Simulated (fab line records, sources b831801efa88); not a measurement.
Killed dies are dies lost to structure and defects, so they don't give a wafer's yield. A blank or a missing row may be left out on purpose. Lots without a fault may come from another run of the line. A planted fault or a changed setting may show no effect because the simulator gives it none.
fab line records | flow sky130
record lots=5 wafers=15 last_day=48
route steps=708 shown METAL1@436 VIA1@458
lots that met no fault: from a run of the same line without faults
start_h: hours from the record's first day to the start of the lot's first wafer shown | wait_h: hours since the lot's step before | " the same as in the row above | L1.1+2: a row that stands for several wafers | - no value, or no start given | * or withheld: withheld | < > ~ a bound
route shown NAME@n: a module of which the file shows steps, and the number in the route of the first | usual: mean/standard deviation of fault-free wafers | same: alike in all rows | chamber/n: place in a boat | sites: the reading at each site | _std_site: their standard deviation | _edge_site: outer sites' mean less inner sites' | radius_mm: how far each site lies from the wafer's centre | mask NAME#n: copy n | behind: the tool/chamber that last shaped the wafer | hold: why the lot was held/for how many hours/how that ended | device: the transistor (n, p or np) that didn't switch | end of line: the same wafers' tests at the end of the route | a step without rows: its recipe alone | killed: dies lost to structure and defects at the first sort, not the wafer's yield | map: a wafer's dies, x killed, . not, _ none there
set.NAME: the setting as run; set.NAME@STEP: as run at that earlier step | model.NAME: the simulator's own value behind a step, which no gauge read
lots at some steps of the route; a table a step, a row a wafer
services: from which hour (start_h, from the record's first day; less than 0 if before it) a tool's chamber was out of use, for how many hours, and why
## steps
# step SKY_METAL1_SPUTTER_02
# recipe material=AlCu target_thk_nm=250 power_w=10600 time_s=13.3 chamber_pressure_pa=0.4
# usual throttle_valve_pct=29.5/0.91
# columns lot.wafer tool chamber start_h wait_h throttle_valve_pct
L076.2 pvd_sputter-03 - 770.36 0.0 27.6
L076.3 " - " " 29.9
L076.5 " - " " 30.0
L077.2 pvd_sputter-01 - 779.38 0.0 30.1
L077.3 " - " " 30.8
L077.4 " - " " 30.7
L079.3 pvd_sputter-02 - 799.90 0.0 29.6
L079.4 " - " " 29.3
L079.5 " - " " 29.6
L081.1 pvd_sputter-01 - 812.45 0.0 28.9
L081.2 " - " " 30.0
L081.4 " - " " 30.6
L084.1 pvd_sputter-03 - 828.94 0.0 27.7
L084.4 " - " " 31.4
L084.5 " - " " 31.5
# step SKY_METAL1_SPUTTER_03
# recipe material=Ti target_thk_nm=5 power_w=3000 time_s=3.3 chamber_pressure_pa=0.4
# usual throttle_valve_pct=29.5/0.92
# columns lot.wafer tool chamber start_h wait_h throttle_valve_pct
L076.2 pvd_sputter-03 - 770.39 0.0 27.8
L076.3 " - " " 29.9
L076.5 " - " " 29.9
L077.2 pvd_sputter-01 - 779.41 0.0 30.1
L077.3 " - " " 31.0
L077.4 " - " " 31.1
L079.3 pvd_sputter-02 - 799.92 0.0 29.5
L079.4 " - " " 29.6
L079.5 " - " " 29.3
L081.1 pvd_sputter-01 - 812.48 0.0 28.8
L081.2 " - " " 30.1
L081.4 " - " " 30.8
L084.1 pvd_sputter-03 - 828.96 0.0 27.7
L084.4 " - " " 31.2
L084.5 " - " " 31.2
# step SKY_METAL1_SPUTTER_04
# recipe material=TiN target_thk_nm=70 power_w=6500 time_s=58.3 chamber_pressure_pa=0.4
# usual throttle_valve_pct=29.5/0.92
# columns lot.wafer tool chamber start_h wait_h throttle_valve_pct
L076.2 pvd_sputter-03 - 770.41 0.0 27.7
L076.3 " - " " 29.7
L076.5 " - " " 29.6
L077.2 pvd_sputter-01 - 779.42 0.0 30.0
L077.3 " - " " 30.9
L077.4 " - " " 30.9
L079.3 pvd_sputter-02 - 799.94 0.0 29.5
L079.4 " - " " 29.5
L079.5 " - " " 29.5
L081.1 pvd_sputter-01 - 812.50 0.0 29.0
L081.2 " - " " 30.0
L081.4 " - " " 31.0
L084.1 pvd_sputter-03 - 828.98 0.0 27.8
L084.4 " - " " 31.5
L084.5 " - " " 31.2
# step SKY_METAL1_RS_MEAS_05
# recipe thk_meas_gauge=four-point-probe reads=TiN_of_METAL1_SPUTTER_04+Ti_of_METAL1_SPUTTER_03+AlCu_of_METAL1_SPUTTER_02+TiN_of_METAL1_SPUTTER_01+Ti_of_METAL1_SPUTTER_00
# usual METAL1_ALCU_RS=0.1264/0.0012
# columns lot.wafer tool chamber start_h wait_h METAL1_ALCU_RS[ohm/sq]
L076.2 film_metro-04 - 770.48 0.0 0.1261
L076.3 " - " " 0.1256
L076.5 " - " " 0.1256
L077.2 film_metro-04 - 779.49 0.0 0.1280
L077.3 " - " " 0.1267
L077.4 " - " " 0.1274
L079.3 film_metro-03 - 800.03 0.1 0.1255
L079.4 " - " " 0.1250
L079.5 " - " " 0.1247
L081.1 film_metro-04 - 812.56 0.0 0.1265
L081.2 " - " " 0.1262
L081.4 " - " " 0.1258
L084.1 film_metro-01 - 829.03 0.0 0.1282
L084.4 " - " " 0.1259
L084.5 " - " " 0.1271
# step SKY_METAL1_THK_MEAS_06
# recipe thk_meas_gauge=xrf reads=AlCu_of_METAL1_SPUTTER_02
# usual METAL1_ALCU_THK=253/3.2
# columns lot.wafer tool chamber start_h wait_h METAL1_ALCU_THK[nm]
L076.2 film_metro-04 - 770.59 0.1 254
L076.3 " - " " 255
L076.5 " - " " 256
L077.2 film_metro-04 - 779.60 0.1 249
L077.3 " - " " 253
L077.4 " - " " 252
L079.3 film_metro-03 - 800.13 0.1 252
L079.4 " - " " 255
L079.5 " - " " 255
L081.1 film_metro-04 - 812.68 0.1 255
L081.2 " - " " 254
L081.4 " - " " 256
L084.1 film_metro-01 - 829.15 0.1 248
L084.4 " - " " 254
L084.5 " - " " 252
# step SKY_METAL1_DEHYDRATE_07
# recipe temp_c=200 time_s=60
# usual resist_line_temp_C=22.96/0.095
# columns lot.wafer tool chamber start_h wait_h resist_line_temp_C
L076.2 litho_track-01 0 783.26 12.7 22.89
L076.3 " 0 " " 23.15
L076.5 " 0 " " 23.15
L077.2 litho_track-04 0 791.99 12.4 23.00
L077.3 " 0 " " 22.94
L077.4 " 0 " " 22.85
L079.3 litho_track-02 0 812.35 12.2 23.01
L079.4 " 0 " " 22.88
L079.5 " 0 " " 22.85
L081.1 litho_track-01 0 825.19 12.5 22.93
L081.2 " 0 " " 23.03
L081.4 " 0 " " 22.91
L084.1 litho_track-02 0 841.05 11.9 22.82
L084.4 " 0 " " 23.05
L084.5 " 0 " " 22.75
# step SKY_METAL1_HMDS_08
# recipe prime_time_s=60 prime_temp_c=120
# usual prime_temp_c=120.01/0.13 resist_line_temp_C=22.97/0.11
# columns lot.wafer tool chamber start_h wait_h prime_temp_c resist_line_temp_C
L076.2 litho_track-01 0 783.41 0.1 119.65 22.92
L076.3 " 0 " " 119.99 22.88
L076.5 " 0 " " 120.06 22.82
L077.2 litho_track-04 0 792.14 0.1 119.83 22.80
L077.3 " 0 " " 120.00 22.84
L077.4 " 0 " " 120.06 22.94
L079.3 litho_track-02 0 812.50 0.1 120.00 22.89
L079.4 " 0 " " 120.14 23.05
L079.5 " 0 " " 120.17 22.90
L081.1 litho_track-01 0 825.34 0.1 120.13 22.99
L081.2 " 0 " " 119.97 23.11
L081.4 " 0 " " 120.11 22.99
L084.1 litho_track-02 0 841.20 0.1 120.03 22.77
L084.4 " 0 " " 120.08 22.85
L084.5 " 0 " " 119.75 22.77
# step SKY_METAL1_COAT_09
# recipe resist=BARC temp_c=withheld time_s=withheld spin_rpm=3000 resist_thk_nm=60
# usual resist_line_temp_C=*
# columns lot.wafer tool chamber start_h wait_h resist_line_temp_C
L076.2 litho_track-01 0 783.56 0.1 *
L076.3 " 0 " " *
L076.5 " 0 " " *
L077.2 litho_track-04 0 792.29 0.1 *
L077.3 " 0 " " *
L077.4 " 0 " " *
L079.3 litho_track-02 0 812.65 0.1 *
L079.4 " 0 " " *
L079.5 " 0 " " *
L081.1 litho_track-01 0 825.49 0.1 *
L081.2 " 0 " " *
L081.4 " 0 " " *
L084.1 litho_track-02 0 841.35 0.1 *
L084.4 " 0 " " *
L084.5 " 0 " " *
# step SKY_METAL1_COAT_10
# recipe resist=KrF-thick spin_rpm=3000 resist_thk_nm=450
# usual resist_line_temp_C=22.99/0.1
# columns lot.wafer tool chamber start_h wait_h resist_line_temp_C
L076.2 litho_track-01 0 - - 23.01
L076.3 " 0 " " 22.85
L076.5 " 0 " " 22.99
L077.2 litho_track-04 0 - - 23.05
L077.3 " 0 " " 22.98
L077.4 " 0 " " 23.11
L079.3 litho_track-02 0 - - 23.00
L079.4 " 0 " " 23.10
L079.5 " 0 " " 23.19
L081.1 litho_track-01 0 - - 23.10
L081.2 " 0 " " 23.16
L081.4 " 0 " " 22.94
L084.1 litho_track-02 0 - - 22.82
L084.4 " 0 " " 22.77
L084.5 " 0 " " 22.84
# step SKY_METAL1_SOFTBAKE_11
# recipe temp_c=100 time_s=90 resist=KrF-thick
# usual resist_line_temp_C=23.02/0.11
# columns lot.wafer tool chamber start_h wait_h resist_line_temp_C
L076.2 litho_track-01 0 - - 23.13
L076.3 " 0 " " 22.99
L076.5 " 0 " " 22.92
L077.2 litho_track-04 0 - - 22.89
L077.3 " 0 " " 22.82
L077.4 " 0 " " 23.02
L079.3 litho_track-02 0 - - 22.88
L079.4 " 0 " " 22.78
L079.5 " 0 " " 23.02
L081.1 litho_track-01 0 - - 23.05
L081.2 " 0 " " 23.07
L081.4 " 0 " " 23.11
L084.1 litho_track-02 0 - - 23.03
L084.4 " 0 " " 23.10
L084.5 " 0 " " 23.00
# step SKY_METAL1_EXPOSE_12
# recipe mask_id=MM1 na=0.8 source_shape=annular sigma_inner=0.55 sigma_outer=0.85 target_cd_nm=140 dose_mj=28
# usual stage_vel_mm_s=500.00/0.25
# same sigma_inner=0.55
# columns lot.wafer tool chamber start_h wait_h mask stage_vel_mm_s
L076.2 krf_scanner-01 0 - - MM1#0 500.19
L076.3 " 0 " " MM1#0 500.24
L076.5 " 0 " " MM1#0 500.07
L077.2 krf_scanner-02 0 - - MM1#0 499.77
L077.3 " 0 " " MM1#0 499.91
L077.4 " 0 " " MM1#0 500.01
L079.3 krf_scanner-02 0 - - MM1#0 499.61
L079.4 " 0 " " MM1#0 499.54
L079.5 " 0 " " MM1#0 499.77
L081.1 krf_scanner-01 0 - - MM1#0 500.35
L081.2 " 0 " " MM1#0 500.14
L081.4 " 0 " " MM1#0 500.23
L084.1 krf_scanner-02 0 - - MM1#0 499.87
L084.4 " 0 " " MM1#0 499.98
L084.5 " 0 " " MM1#0 500.01
# step SKY_METAL1_PEB_13
# recipe peb_temp_c=withheld peb_time_s=withheld resist=KrF-thick
# usual resist_line_temp_C=*
# columns lot.wafer tool chamber start_h wait_h resist_line_temp_C
L076.2 litho_track-01 0 - - *
L076.3 " 0 " " *
L076.5 " 0 " " *
L077.2 litho_track-04 0 - - *
L077.3 " 0 " " *
L077.4 " 0 " " *
L079.3 litho_track-04 0 - - *
L079.4 " 0 " " *
L079.5 " 0 " " *
L081.1 litho_track-04 0 - - *
L081.2 " 0 " " *
L081.4 " 0 " " *
L084.1 litho_track-01 0 - - *
L084.4 " 0 " " *
L084.5 " 0 " " *
# step SKY_METAL1_DEVELOP_14
# recipe develop_time_s=60 resist=KrF-thick dev_temp_c=21
# usual developer_temp_C=21.01/0.11 resist_line_temp_C=22.99/0.11
# columns lot.wafer tool chamber start_h wait_h developer_temp_C resist_line_temp_C
L076.2 litho_track-01 0 - - 21.15 23.12
L076.3 " 0 " " 21.11 22.98
L076.5 " 0 " " 21.09 23.21
L077.2 litho_track-04 0 - - 20.99 23.08
L077.3 " 0 " " 20.96 23.03
L077.4 " 0 " " 21.16 22.98
L079.3 litho_track-04 0 - - 20.95 23.00
L079.4 " 0 " " 20.96 23.10
L079.5 " 0 " " 20.98 23.12
L081.1 litho_track-04 0 - - 20.95 22.85
L081.2 " 0 " " 21.17 22.95
L081.4 " 0 " " 21.04 22.83
L084.1 litho_track-01 0 - - 21.02 22.92
L084.4 " 0 " " 20.92 22.87
L084.5 " 0 " " 20.97 22.90
# step SKY_METAL1_CD_MEAS_15
# recipe target_cd_nm=140
# usual cd_nm=139.6/1.4
# columns lot.wafer tool chamber start_h wait_h cd_nm
L076.2 cd_sem-02 - 797.01 - 139.1
L076.3 " - " " 139.5
L076.5 " - " " 139.2
L077.2 cd_sem-01 - 806.48 - 141.0
L077.3 " - " " 140.9
L077.4 " - " " 141.8
L079.3 cd_sem-02 - 827.00 - 140.9
L079.4 " - " " 140.0
L079.5 " - " " 141.7
L081.1 cd_sem-02 - 838.86 - 139.5
L081.2 " - " " 138.4
L081.4 " - " " 139.1
L084.1 cd_sem-01 - 854.89 - 139.8
L084.4 " - " " 139.7
L084.5 " - " " 139.8
# step SKY_METAL1_OVL_MEAS_16
# usual METAL1_OVL=-2/5.9
# columns lot.wafer tool chamber start_h wait_h METAL1_OVL[nm]
L076.2 overlay-01 - 797.11 0.1 -14
L076.3 " - " " -11
L076.5 " - " " -7
L077.2 overlay-01 - 806.59 0.1 -9
L077.3 " - " " -4
L077.4 " - " " -1
L079.3 overlay-02 - 827.10 0.1 -9
L079.4 " - " " -7
L079.5 " - " " -5
L081.1 overlay-01 - 838.98 0.1 -4
L081.2 " - " " 3
L081.4 " - " " 2
L084.1 overlay-02 - 855.01 0.1 1
L084.4 " - " " 3
L084.5 " - " " 3
# step SKY_METAL1_DESCUM_17
# recipe chemistry=O2 source_power_w=150 bias_power_w=0 pressure_mtorr=10 temp_c=40 time_s=8
# usual drypump_motor_current_A=6.0/0.54 oes_product_au=1.001/0.013
# columns lot.wafer tool chamber start_h wait_h drypump_motor_current_A oes_product_au rf_hours_counter_h
L076.2 rie_metal-04 1 797.14 0.0 6.8 1.013 10
L076.3 " 1 " " 6.8 0.998 -
L076.5 " 0 " " 6.2 1.018 -
L077.2 rie_metal-04 1 806.62 0.0 6.8 1.010 10
L077.3 " 0 " " 6.2 1.013 -
L077.4 " 1 " " 6.8 1.010 -
L079.3 rie_metal-02 1 827.13 0.0 5.8 1.000 -
L079.4 " 0 " " 6.2 0.986 -
L079.5 " 1 " " 5.8 1.001 -
L081.1 rie_metal-02 1 839.02 0.0 5.8 1.005 8
L081.2 " 0 " " 6.2 0.984 8
L081.4 " 1 " " 5.8 1.003 -
L084.1 rie_metal-04 1 855.04 0.0 6.8 1.017 12
L084.4 " 0 " " 6.2 1.012 -
L084.5 " 1 " " 6.8 1.008 -
# step SKY_METAL1_ETCH_18
# recipe chemistry=N2/H2 target=BARC ion_energy_ev=200 bias_w=100 pressure_mtorr=30 n2_flow_sccm=100 h2_flow_sccm=200 icp_w=500 stop_on=SiO2 time_s=45.9 target_depth_a=600
# usual drypump_motor_current_A=6.0/0.54 oes_product_au=0.855/0.0053 throttle_valve_pct=13.224/0.0093
# columns lot.wafer tool chamber start_h wait_h drypump_motor_current_A oes_product_au rf_hours_counter_h throttle_valve_pct
L076.2 rie_metal-04 1 797.18 0.0 6.8 0.867 10 13.232
L076.3 " 1 " " 6.8 0.849 - 13.232
L076.5 " 0 " " 6.2 0.864 - 13.232
L077.2 rie_metal-04 1 806.65 0.0 6.8 0.856 10 13.210
L077.3 " 0 " " 6.2 0.862 - 13.243
L077.4 " 1 " " 6.8 0.844 - 13.238
L079.3 rie_metal-02 1 827.17 0.0 5.8 0.859 - 13.202
L079.4 " 0 " " 6.2 0.851 - 13.230
L079.5 " 1 " " 5.8 0.853 - 13.235
L081.1 rie_metal-02 1 839.05 0.0 5.8 0.859 8 13.230
L081.2 " 0 " " 6.3 0.858 8 13.222
L081.4 " 1 " " 5.8 0.851 - 13.230
L084.1 rie_metal-04 1 855.08 0.0 6.8 0.856 12 13.238
L084.4 " 0 " " 6.2 0.858 - 13.224
L084.5 " 1 " " 6.8 0.864 - 13.228
# step SKY_METAL1_METAL_ETCH_19
# recipe target_depth_a=3600 stop_on=SiO2 over_etch_frac=0.3 time_s=78 chemistry=Cl2/BCl3 resist_sidewall_deg=88 pressure_mtorr=10 icp_w=900 bias_w=48.5 Cl2_flow_sccm=60 bcl3_flow_sccm=30
# usual drypump_motor_current_A=6.0/0.54 oes_product_au=0.856/0.0056 throttle_valve_pct=22.264/0.0092
# columns lot.wafer tool chamber start_h wait_h drypump_motor_current_A oes_product_au rf_hours_counter_h throttle_valve_pct
L076.2 rie_metal-04 1 797.24 0.0 6.8 0.856 10 22.268
L076.3 " 1 " " 6.8 0.862 - 22.264
L076.5 " 0 " " 6.2 0.859 - 22.276
L077.2 rie_metal-04 1 806.71 0.0 6.8 0.852 10 22.252
L077.3 " 0 " " 6.2 0.861 - 22.261
L077.4 " 1 " " 6.8 0.854 - 22.263
L079.3 rie_metal-02 1 827.24 0.1 5.8 0.864 - 22.264
L079.4 " 0 " " 6.2 0.853 - 22.269
L079.5 " 1 " " 5.8 0.862 - 22.260
L081.1 rie_metal-02 1 839.11 0.0 5.8 0.858 8 22.271
L081.2 " 0 " " 6.2 0.857 8 22.262
L081.4 " 1 " " 5.8 0.850 - 22.262
L084.1 rie_metal-04 1 855.14 0.0 6.8 0.845 12 22.261
L084.4 " 0 " " 6.2 0.860 - 22.267
L084.5 " 1 " " 6.8 0.849 - 22.260
# step SKY_METAL1_STRIP_20
# recipe chemistry=O2/N2 power_w=1400 pressure_mtorr=1500 platen_temp_c=withheld o2_flow_sccm=3000 n2_flow_sccm=300 overash_fraction=0.5
# usual drypump_motor_current_A=6.1/0.45 oes_product_au=0.343/0.0049 strip_time_to_endpoint_s=2.69/0.06
# same overash_fraction=0.5
# columns lot.wafer tool chamber start_h wait_h drypump_motor_current_A oes_product_au rf_hours_counter_h strip_time_to_endpoint_s
L076.2 plasma_asher-03 1 797.33 0.1 6.4 0.341 93 2.60
L076.3 " 1 " " 6.4 0.344 - 2.65
L076.5 " 1 " " 6.4 0.336 - 2.62
L077.2 plasma_asher-01 1 806.80 0.1 6.5 0.340 70 2.67
L077.3 " 0 " " 6.4 0.330 - 2.66
L077.4 " 1 " " 6.5 0.348 - 2.66
L079.3 plasma_asher-01 1 827.34 0.1 6.4 0.338 - 2.69
L079.4 " 0 " " 6.4 0.348 - 2.73
L079.5 " 0 " " 6.4 0.337 - 2.68
L081.1 plasma_asher-04 0 839.20 0.1 5.5 0.339 10 2.66
L081.2 " 1 " " 5.7 0.345 10 2.76
L081.4 " 1 " " 5.6 0.343 - 2.65
L084.1 plasma_asher-03 0 855.23 0.1 5.4 0.344 99 2.65
L084.4 " 1 " " 6.4 0.339 - 2.62
L084.5 " 0 " " 5.3 0.345 - 2.67
# step SKY_METAL1_STRIP_21
# recipe chemistry=post_etch_residue_remover time_s=1200 temp_c=72.5
# columns lot.wafer tool chamber start_h wait_h
L076.2+3+5 wet_bench-04 2 797.43 0.1
L077.2+3+4 wet_bench-03 1 806.90 0.1
L079.3+4+5 wet_bench-03 1 827.40 0.0
L081.1+2+4 wet_bench-04 0 839.30 0.1
L084.1+4+5 wet_bench-04 1 855.33 0.1
# step SKY_METAL1_CLEAN_22
# recipe chemistry=IPA time_s=180 temp_c=25
# columns lot.wafer tool chamber start_h wait_h
L076.2+3+5 wet_bench-03 0 797.77 0.0
L077.2+3+4 wet_bench-04 0 807.25 0.0
L079.3+4+5 wet_bench-04 2 827.75 0.0
L081.1+2+4 wet_bench-02 1 839.68 0.0
L084.1+4+5 wet_bench-03 0 855.67 0.0
# step SKY_METAL1_CLEAN_23
# recipe chemistry=O3/DIW dry=n2_spin
# columns lot.wafer tool chamber start_h wait_h
L076.2+3+5 wet_bench-02 3 797.83 0.0
L077.2+3+4 wet_bench-02 0 807.30 0.0
L079.3+4+5 wet_bench-03 3 827.81 0.0
L081.1+2+4 wet_bench-03 3 839.74 0.0
L084.1+4+5 wet_bench-04 3 855.73 0.0
# step SKY_VIA1_HDPCVD_00
# recipe material=SiO2 target_thk_nm=1030 sigma_open_frac=0.3 time_s=171.7 temp_c=400 sih4_flow_sccm=60 pressure_mtorr=6
# usual pressure_mtorr=5.999/0.013
# columns lot.wafer tool chamber start_h wait_h pressure_mtorr
L076.2 hdpcvd-02 1 797.94 0.0 6.008
L076.3 " 2 " " 5.984
L076.5 " 2 " " 6.003
L077.2 hdpcvd-02 1 807.40 0.0 6.010
L077.3 " 0 " " 5.980
L077.4 " 0 " " 5.988
L079.3 hdpcvd-02 1 827.90 0.0 5.978
L079.4 " 1 " " 5.987
L079.5 " 2 " " 6.009
L081.1 hdpcvd-02 0 839.84 0.0 5.990
L081.2 " 2 " " 5.986
L081.4 " 2 " " 6.004
L084.1 hdpcvd-02 1 855.82 0.0 6.013
L084.4 " 2 " " 5.987
L084.5 " 0 " " 5.983
# step SKY_VIA1_THK_MEAS_01
# recipe reads=SiO2_of_VIA1_HDPCVD_00
# usual VIA1_HDPCVD_THK=1035/9.3
# columns lot.wafer tool chamber start_h wait_h VIA1_HDPCVD_THK[nm]
L076.2 film_metro-04 - 798.06 0.1 1014
L076.3 " - " " 1027
L076.5 " - " " 1032
L077.2 film_metro-04 - 807.52 0.1 1030
L077.3 " - " " 1028
L077.4 " - " " 1037
L079.3 film_metro-03 - 828.03 0.1 1021
L079.4 " - " " 1015
L079.5 " - " " 1026
L081.1 film_metro-04 - 839.96 0.1 1033
L081.2 " - " " 1042
L081.4 " - " " 1038
L084.1 film_metro-03 - 855.93 0.1 1038
L084.4 " - " " 1030
L084.5 " - " " 1030
# step SKY_VIA1_CMP_02
# recipe material=SiO2 down_force_psi=4 platen_rpm=60 pad_velocity_m_s=0.94248
# usual head_pressure_psi=3.998/0.0085 motor_current_A=13.2/1.6
# columns lot.wafer tool chamber start_h wait_h head_pressure_psi motor_current_A
L076.2 cmp-01 3 798.16 0.1 3.996 15.3
L076.3 " 0 " " 3.996 12.4
L076.5 " 3 " " 3.990 15.0
L077.3 cmp-01 3 807.62 0.1 3.979 15.6
L077.2 " 0 " " 4.007 12.9
L077.4 " 1 " " 4.007 12.4
L079.3 cmp-02 2 828.12 0.1 4.000 13.5
L079.4 " 3 " " 4.006 11.0
L079.5 " 2 " " 4.010 13.1
L081.2 cmp-01 3 840.02 0.0 3.994 15.4
L081.1 " 1 " " 3.991 12.3
L081.4 " 2 " " 3.995 14.3
L084.4 cmp-01 0 856.04 0.1 4.006 13.0
L084.1 " 1 " " 4.009 12.5
L084.5 " 0 " " 3.987 13.3
# step SKY_VIA1_BOW_MEAS_03
# recipe mode=bow
# usual VIA1_BOW=83/7.2
# columns lot.wafer tool chamber start_h wait_h VIA1_BOW[um]
L076.2 film_metro-02 - 798.43 0.2 88
L076.3 " - " " 85
L076.5 " - " " 80
L077.2 film_metro-04 - 807.89 0.2 68
L077.3 " - " " 91
L077.4 " - " " 80
L079.3 film_metro-04 - 828.41 0.2 89
L079.4 " - " " 78
L079.5 " - " " 82
L081.1 film_metro-02 - 840.32 0.1 87
L081.2 " - " " 68
L081.4 " - " " 84
L084.1 film_metro-03 - 856.29 0.1 71
L084.4 " - " " 68
L084.5 " - " " 84
# step SKY_VIA1_DEHYDRATE_04
# recipe temp_c=200 time_s=60
# usual resist_line_temp_C=23.00/0.096
# columns lot.wafer tool chamber start_h wait_h resist_line_temp_C
L076.2 litho_track-01 0 811.46 13.0 22.99
L076.3 " 0 " " 23.13
L076.5 " 0 " " 22.96
L077.2 litho_track-02 0 820.27 12.4 22.93
L077.3 " 0 " " 22.97
L077.4 " 0 " " 22.92
L079.3 litho_track-03 0 840.42 12.0 23.03
L079.4 " 0 " " 23.04
L079.5 " 0 " " 23.14
L081.1 litho_track-01 0 853.09 12.8 22.89
L081.2 " 0 " " 22.97
L081.4 " 0 " " 23.04
L084.1 litho_track-02 0 868.40 12.1 23.12
L084.4 " 0 " " 23.02
L084.5 " 0 " " 23.03
# step SKY_VIA1_HMDS_05
# recipe prime_time_s=60 prime_temp_c=120
# usual prime_temp_c=119.98/0.15 resist_line_temp_C=22.98/0.11
# columns lot.wafer tool chamber start_h wait_h prime_temp_c resist_line_temp_C
L076.2 litho_track-01 0 811.61 0.1 120.09 22.74
L076.3 " 0 " " 119.90 22.68
L076.5 " 0 " " 120.01 22.92
L077.2 litho_track-02 0 820.42 0.1 119.98 23.15
L077.3 " 0 " " 120.23 22.96
L077.4 " 0 " " 120.26 22.80
L079.3 litho_track-03 0 840.57 0.1 120.10 23.08
L079.4 " 0 " " 120.35 23.25
L079.5 " 0 " " 119.97 22.87
L081.1 litho_track-01 0 853.24 0.1 120.01 23.09
L081.2 " 0 " " 119.86 22.95
L081.4 " 0 " " 120.15 23.08
L084.1 litho_track-02 0 868.55 0.1 119.83 23.04
L084.4 " 0 " " 120.10 23.03
L084.5 " 0 " " 120.13 23.07
# step SKY_VIA1_COAT_06
# recipe resist=BARC temp_c=withheld time_s=withheld spin_rpm=3000 resist_thk_nm=60
# usual resist_line_temp_C=*
# columns lot.wafer tool chamber start_h wait_h resist_line_temp_C
L076.2 litho_track-01 0 811.76 0.1 *
L076.3 " 0 " " *
L076.5 " 0 " " *
L077.2 litho_track-02 0 820.57 0.1 *
L077.3 " 0 " " *
L077.4 " 0 " " *
L079.3 litho_track-03 0 840.72 0.1 *
L079.4 " 0 " " *
L079.5 " 0 " " *
L081.1 litho_track-01 0 853.39 0.1 *
L081.2 " 0 " " *
L081.4 " 0 " " *
L084.1 litho_track-02 0 868.70 0.1 *
L084.4 " 0 " " *
L084.5 " 0 " " *
# step SKY_VIA1_COAT_07
# recipe resist=KrF-thick spin_rpm=3000 resist_thk_nm=450
# usual resist_line_temp_C=22.99/0.11
# columns lot.wafer tool chamber start_h wait_h resist_line_temp_C
L076.2 litho_track-01 0 - - 22.88
L076.3 " 0 " " 23.05
L076.5 " 0 " " 22.97
L077.2 litho_track-02 0 - - 23.31
L077.3 " 0 " " 23.21
L077.4 " 0 " " 23.17
L079.3 litho_track-03 0 - - 22.94
L079.4 " 0 " " 22.91
L079.5 " 0 " " 23.10
L081.1 litho_track-01 0 - - 22.99
L081.2 " 0 " " 23.06
L081.4 " 0 " " 23.05
L084.1 litho_track-02 0 - - 22.88
L084.4 " 0 " " 22.97
L084.5 " 0 " " 22.99
# step SKY_VIA1_SOFTBAKE_08
# recipe temp_c=100 time_s=90 resist=KrF-thick
# usual resist_line_temp_C=23.00/0.11
# columns lot.wafer tool chamber start_h wait_h resist_line_temp_C
L076.2 litho_track-01 0 - - 23.00
L076.3 " 0 " " 23.01
L076.5 " 0 " " 22.97
L077.2 litho_track-02 0 - - 23.02
L077.3 " 0 " " 22.93
L077.4 " 0 " " 23.05
L079.3 litho_track-03 0 - - 22.96
L079.4 " 0 " " 22.96
L079.5 " 0 " " 22.92
L081.1 litho_track-01 0 - - 22.98
L081.2 " 0 " " 23.16
L081.4 " 0 " " 23.11
L084.1 litho_track-02 0 - - 22.87
L084.4 " 0 " " 22.96
L084.5 " 0 " " 23.01
# step SKY_VIA1_EXPOSE_09
# recipe mask_id=VIM na=0.8 source_shape=annular sigma_inner=0.55 sigma_outer=0.85 target_cd_nm=150 dose_mj=38
# usual stage_vel_mm_s=499.99/0.28
# same sigma_inner=0.55
# columns lot.wafer tool chamber start_h wait_h mask stage_vel_mm_s
L076.2 krf_scanner-02 0 - - VIM#0 499.87
L076.3 " 0 " " VIM#0 499.76
L076.5 " 0 " " VIM#0 500.12
L077.2 krf_scanner-02 0 - - VIM#0 500.12
L077.3 " 0 " " VIM#0 499.60
L077.4 " 0 " " VIM#0 499.78
L079.3 krf_scanner-01 0 - - VIM#0 499.93
L079.4 " 0 " " VIM#0 500.13
L079.5 " 0 " " VIM#0 499.93
L081.1 krf_scanner-02 0 - - VIM#0 500.17
L081.2 " 0 " " VIM#0 499.69
L081.4 " 0 " " VIM#0 500.23
L084.1 krf_scanner-01 0 - - VIM#0 500.07
L084.4 " 0 " " VIM#0 499.88
L084.5 " 0 " " VIM#0 500.29
# step SKY_VIA1_PEB_10
# recipe peb_temp_c=withheld peb_time_s=withheld resist=KrF-thick
# usual resist_line_temp_C=*
# columns lot.wafer tool chamber start_h wait_h resist_line_temp_C
L076.2 litho_track-01 0 - - *
L076.3 " 0 " " *
L076.5 " 0 " " *
L077.2 litho_track-03 0 - - *
L077.3 " 0 " " *
L077.4 " 0 " " *
L079.3 litho_track-01 0 - - *
L079.4 " 0 " " *
L079.5 " 0 " " *
L081.1 litho_track-01 0 - - *
L081.2 " 0 " " *
L081.4 " 0 " " *
L084.1 litho_track-02 0 - - *
L084.4 " 0 " " *
L084.5 " 0 " " *
# step SKY_VIA1_DEVELOP_11
# recipe develop_time_s=60 resist=KrF-thick dev_temp_c=21
# usual developer_temp_C=21.01/0.1 resist_line_temp_C=23.00/0.11
# columns lot.wafer tool chamber start_h wait_h developer_temp_C resist_line_temp_C
L076.2 litho_track-01 0 - - 20.94 23.10
L076.3 " 0 " " 20.94 22.91
L076.5 " 0 " " 21.05 23.13
L077.2 litho_track-03 0 - - 21.03 23.00
L077.3 " 0 " " 20.95 23.05
L077.4 " 0 " " 21.01 22.96
L079.3 litho_track-01 0 - - 20.98 23.08
L079.4 " 0 " " 20.98 22.93
L079.5 " 0 " " 21.01 22.98
L081.1 litho_track-01 0 - - 21.08 22.95
L081.2 " 0 " " 20.99 22.94
L081.4 " 0 " " 21.01 22.99
L084.1 litho_track-02 0 - - 20.98 22.91
L084.4 " 0 " " 20.93 23.07
L084.5 " 0 " " 21.08 22.97
## services
# columns tool chamber start_h hours kind
cmp-01 - 748.11 - consumable_replace:conditioner
krf_scanner-02 - 759.02 0.7 repair
plasma_asher-03 - 762.55 14.6 pm
cmp-01 - 765.85 0.3 repair
pvd_sputter-01 0 768.80 - consumable_replace:kit
pvd_sputter-01 0 768.80 18.0 scheduled_down
pvd_sputter-01 0 768.80 18.0 vent_cycle
plasma_asher-01 - 769.49 1.9 repair
plasma_asher-01 - 785.53 2.8 pm
hdpcvd-02 - 791.17 0.4 repair
krf_scanner-02 - 794.41 0.4 repair
krf_scanner-01 - 797.22 1.3 pm
cmp-01 - 807.95 2.5 repair
pvd_sputter-01 - 815.64 29.9 repair
pvd_sputter-02 - 819.87 9.2 repair
krf_scanner-02 - 820.09 0.8 pm
pvd_sputter-02 - 825.27 1.7 repair
krf_scanner-01 - 840.06 1.0 pm
krf_scanner-02 - 848.50 1.0 pm
cmp-01 - 848.52 4.8 pm
hdpcvd-02 2 849.70 2.3 repair
rie_metal-04 0 858.65 24.5 repair
cmp-02 - 867.86 8.9 pm
cmp-01 - 874.09 0.3 repair
## key
fault none
